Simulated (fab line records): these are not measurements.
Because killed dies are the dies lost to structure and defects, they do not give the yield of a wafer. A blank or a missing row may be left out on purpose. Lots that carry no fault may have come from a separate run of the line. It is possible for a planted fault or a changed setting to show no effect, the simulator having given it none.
The same fault as seen by 2 desks    flow sky130    each desk has only its own numbers; what lay behind them comes last

## FROM THE METROLOGY DESK
What the gauges read, lot by lot, whatever tool the lot ran on: means of the sampled wafers that have a number. A lot is out of limits, marked OUT, if its mean lies more than 4 standard deviations from the usual mean; the brackets give that distance.
Columns: A = POLY_GATE_TW at SKY_RES_PROTECT_TW_MEAS_08, usual 3988; B = LDD_N_OVL at SKY_LDD_N_OVL_MEAS_07, usual 1.0 nm; C = LDD_HVP_TW at SKY_LDD_HVP_TW_MEAS_10, usual 453
lot   first seen here  A     B     C
L312  day 15 07:47     3951  0.7   456
L313  day 15 14:25     4020  2.8   450
L315  day 16 09:25     4060  0.2   458
L317  day 17 15:25     3957  0.5   446
L318  day 17 15:42     3998  3.2   454
L319  day 18 00:07     3968  0.6   456
L323  day 19 07:29     3943  0.8   457
L329  day 21 03:15     3963  1.2   409 (-10) OUT
L330  day 21 17:57     3958  2.3   402 (-12) OUT
L332  day 22 07:23     4009  0.2   447
L333  day 22 22:04     3988  2.1   449
L335  day 23 10:32     3934  -0.0  456
Per this desk, out of limits: L329, L330; the first was L329, day 27 14:02 (LDD_HVP_TW at SKY_LDD_HVP_TW_MEAS_10). In limits: L312, L313, L315, L317, L318, L319, L323, L332, L333, L335.

## AT THE TOOL OWNER'S DESK: implanter-03
SKY_LDD_HVP_IMPLANT_08, tool's own readings: per-lot mean of the sampled wafers with a number, covering each lot this tool ran. A lot is out of limits, marked OUT, if its mean lies more than 4 standard deviations from the usual mean; the brackets give that distance.
Columns: A = tilt deg at SKY_LDD_HVP_IMPLANT_08, usual 17.902 degrees
lot   first seen here  A
L318  day 24 08:50     17.910
L323  day 25 20:23     17.924
L329  day 27 13:47     0.011 (-99 or more) OUT
L330  day 28 04:14     -0.020 (-99 or more) OUT
This desk finds L329, L330 out of limits, L329 being first, at day 27 13:47 (tilt deg at SKY_LDD_HVP_IMPLANT_08). In limits: L318, L323.

## TAKEN TOGETHER
On L329, L330, at day 27 13:47, an alarm was possible from the tool owner's desk.
L329, L330 would have let the metrology desk raise an alarm at day 27 14:02.
Every lot named ran SKY_LDD_HVP_IMPLANT_08 on implanter-03.

## WHAT THE SIMULATOR PUT IN
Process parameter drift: implanter-03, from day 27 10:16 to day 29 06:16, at SKY_LDD_HVP_IMPLANT_08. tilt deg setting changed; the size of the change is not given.
Struck lots among those shown: L329, L330.
Time in hours from fault onset to the first out-of-limits reading at each desk: tool owner's desk 4, metrology desk 4.
